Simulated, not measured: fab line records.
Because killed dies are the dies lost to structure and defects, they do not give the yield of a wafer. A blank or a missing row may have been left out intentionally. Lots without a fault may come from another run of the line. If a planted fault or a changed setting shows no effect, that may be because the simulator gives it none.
The tool behind it: which one?	flow sky130	14 lots, 42 wafers sampled, at 4 steps of a route of 708

== WHAT THE GAUGES READ, wafer by wafer ==
SKY_LDD_HVP_OVL_MEAS_07.
lot	measured	on	LDD_HVP_OVL (nm)
L823	day 22 05:04	overlay-02	-0.5 -0.6 -0.2
L824	day 22 19:10	overlay-01	1.0 1.2 1.1
L825	day 22 22:12	overlay-01	1.3 1.5 2.7
L831	day 25 09:10	overlay-02	- - -
L832	day 25 15:16	overlay-01	- - -
L833	day 25 20:33	overlay-02	0.7 -0.8 1.4
L836	day 26 21:57	overlay-01	-0.2 1.6 0.6
L838	day 27 15:40	overlay-02	1.3 0.3 -0.2
L839	day 28 05:48	overlay-01	0.3 -0.9 -1.9
L841	day 28 12:59	overlay-02	0.7 1.5 -1.3
L842	day 28 16:46	overlay-02	-2.5 -1.3 -1.1
L843	day 29 06:36	overlay-02	-0.3 0.0 -0.1
L845	day 29 20:13	overlay-02	-2.7 -2.4 -3.0
L846	day 29 22:52	overlay-02	0.3 0.6 0.7

== TOOL THAT RAN EACH LOT (tool first, then ch and the chambers of the sampled wafers, then the start) ==
lot	SKY_LDD_N_STRIP_16	SKY_LDD_HVN_STRIP_09	SKY_LDD_HVP_COAT_02
L823	plasmaAsher-01 ch 0,1, day 18 07:57	plasmaAsher-02 ch 0,1, day 20 22:06	lithoTrack-01 ch 0, day 21 14:04
L824	plasmaAsher-02 ch 0,1, day 18 21:10	plasmaAsher-01 ch 0,1, day 21 12:15	lithoTrack-04 ch 0, day 22 02:51
L825	plasmaAsher-01 ch 0, day 19 00:12	plasmaAsher-02 ch 0, day 21 14:57	lithoTrack-02 ch 0, day 22 06:01
L831	plasmaAsher-03 ch 0,1, day 21 12:59	plasmaAsher-02 ch 0,1, day 24 03:18	lithoTrack-04, day 24 17:54
L832	plasmaAsher-02 ch 0,1, day 21 19:05	plasmaAsher-01 ch 0,1, day 24 08:59	lithoTrack-02, day 24 23:47
L833	plasmaAsher-01 ch 0,1, day 22 01:09	plasmaAsher-04 ch 0,1, day 24 14:27	lithoTrack-02 ch 0, day 25 05:35
L836	plasmaAsher-01 ch 0,1, day 23 02:11	plasmaAsher-04 ch 0,1, day 25 15:48	lithoTrack-02 ch 0, day 26 06:19
L838	plasmaAsher-03 ch 0,1, day 23 20:48	plasmaAsher-01 ch 0,1, day 26 09:26	lithoTrack-04 ch 0, day 27 01:07
L839	plasmaAsher-01 ch 0, day 24 11:56	plasmaAsher-04 ch 0, day 27 00:39	lithoTrack-02 ch 0, day 27 15:05
L841	plasmaAsher-01 ch 0,1, day 24 17:50	plasmaAsher-01 ch 0,1, day 27 07:34	lithoTrack-04 ch 0, day 27 22:12
L842	plasmaAsher-02 ch 0,1, day 24 22:18	plasmaAsher-04 ch 0, day 27 11:03	lithoTrack-01 ch 0, day 28 02:12
L843	plasmaAsher-01 ch 0,1, day 25 13:24	plasmaAsher-04 ch 0,1, day 28 01:33	lithoTrack-02 ch 0, day 28 16:10
L845	plasmaAsher-01 ch 0,1, day 26 03:25	plasmaAsher-04 ch 0,1, day 28 16:05	lithoTrack-02 ch 0, day 29 05:52
L846	plasmaAsher-02 ch 0,1, day 26 06:06	plasmaAsher-02 ch 0,1, day 28 18:02	lithoTrack-01 ch 0, day 29 08:58
- SKY_LDD_N_STRIP_16: strips in O2/N2.
- SKY_LDD_HVN_STRIP_09: strips in O2/N2.
- SKY_LDD_HVP_COAT_02: resist thk 300 nm.

== WHAT THE TOOLS THEMSELVES READ (means of the sampled wafers that have a number; where no wafer has one, the mark that the record gives instead) ==
SKY_LDD_N_STRIP_16.
lot	tool	drypumpMotorCurrentA (A)	oesProductAu (a.u.)	stripTimeToEndpointS (s)
L823	plasmaAsher-01	5.5	0.405	4.308
L824	plasmaAsher-02	5.8	0.406	4.310
L825	plasmaAsher-01	5.2	0.406	4.309
L831	plasmaAsher-03	5.3	0.407	4.313
L832	plasmaAsher-02	5.9	0.403	4.314
L833	plasmaAsher-01	5.4	0.408	4.296
L836	plasmaAsher-01	5.4	0.409	4.319
L838	plasmaAsher-03	5.3	0.407	4.324
L839	plasmaAsher-01	5.2	0.405	4.294
L841	plasmaAsher-01	5.3	0.407	4.317
L842	plasmaAsher-02	6.0	0.404	4.309
L843	plasmaAsher-01	5.5	0.407	4.311
L845	plasmaAsher-01	5.6	0.407	4.330
L846	plasmaAsher-02	5.9	0.409	4.319

SKY_LDD_HVN_STRIP_09.
lot	tool	drypumpMotorCurrentA (A)	oesProductAu (a.u.)	stripTimeToEndpointS (s)
L823	plasmaAsher-02	5.8	0.406	4.131
L824	plasmaAsher-01	5.6	0.404	4.142
L825	plasmaAsher-02	5.6	0.414	4.143
L831	plasmaAsher-02	5.8	0.411	4.154
L832	plasmaAsher-01	5.5	0.409	4.132
L833	plasmaAsher-04	6.0	0.407	4.105
L836	plasmaAsher-04	5.8	0.405	4.139
L838	plasmaAsher-01	5.6	0.409	4.139
L839	plasmaAsher-04	5.6	0.408	4.120
L841	plasmaAsher-01	5.6	0.408	4.118
L842	plasmaAsher-04	5.6	0.410	4.137
L843	plasmaAsher-04	5.8	0.412	4.146
L845	plasmaAsher-04	5.8	0.412	4.144
L846	plasmaAsher-02	5.9	0.409	4.143

SKY_LDD_HVP_COAT_02.
lot	tool	chillPlateTempC (C)	dispensePressureKPa (kPa)
L823	lithoTrack-01	22.85	45.2
L824	lithoTrack-04	22.96	49.3
L825	lithoTrack-02	23.09	43.9
L831	lithoTrack-04	-	-
L832	lithoTrack-02	-	-
L833	lithoTrack-02	23.00	43.9
L836	lithoTrack-02	23.06	44.0
L838	lithoTrack-04	23.02	49.2
L839	lithoTrack-02	23.00	44.0
L841	lithoTrack-04	22.85	49.2
L842	lithoTrack-01	23.06	45.3
L843	lithoTrack-02	23.06	43.9
L845	lithoTrack-02	22.97	44.0
L846	lithoTrack-01	23.04	45.3

== THE ANSWER, worked out from the rows above alone ==
Rule: the lots themselves supply what counts as usual. The widest of any qualifying gaps counts: lots, ordered by their means at a reading, are off when they make up no more than a third of the lots, leave a main group of 4 or more, and stand apart from it by 3 or more times the standard deviation of that group's means. If all means in a main group match to the digits the tables above print for the reading, that group is not used. Also off: a lot with no number at a reading for which 4 or more lots have one. All remaining lots with rows at the step are treated as sound. Order of review: gauges by route order, followed by the tools' own readings, for which a lot's mean as printed above is used. The first step at which some lot is off is used, and at that step the reading that is off furthest; a lot without a number counts as furthest.
Off: L831, L832, at SKY_LDD_HVP_OVL_MEAS_07 (LDD_HVP_OVL). Without a number there: L831, L832. The main group has a mean of -0.0 nm with a standard deviation of 1.2.
If a tool, at a process step before that reading, ran all the lots that are off and no sound lot after the first of them, it fits. Not tried: the gauges at SKY_LDD_HVP_OVL_MEAS_07; whatever is off there is also off at SKY_LDD_HVP_COAT_02, on other tools, and gauge error can't account for it. None of those tried fits.

== WHAT THE SIMULATOR HAD INSERTED ==
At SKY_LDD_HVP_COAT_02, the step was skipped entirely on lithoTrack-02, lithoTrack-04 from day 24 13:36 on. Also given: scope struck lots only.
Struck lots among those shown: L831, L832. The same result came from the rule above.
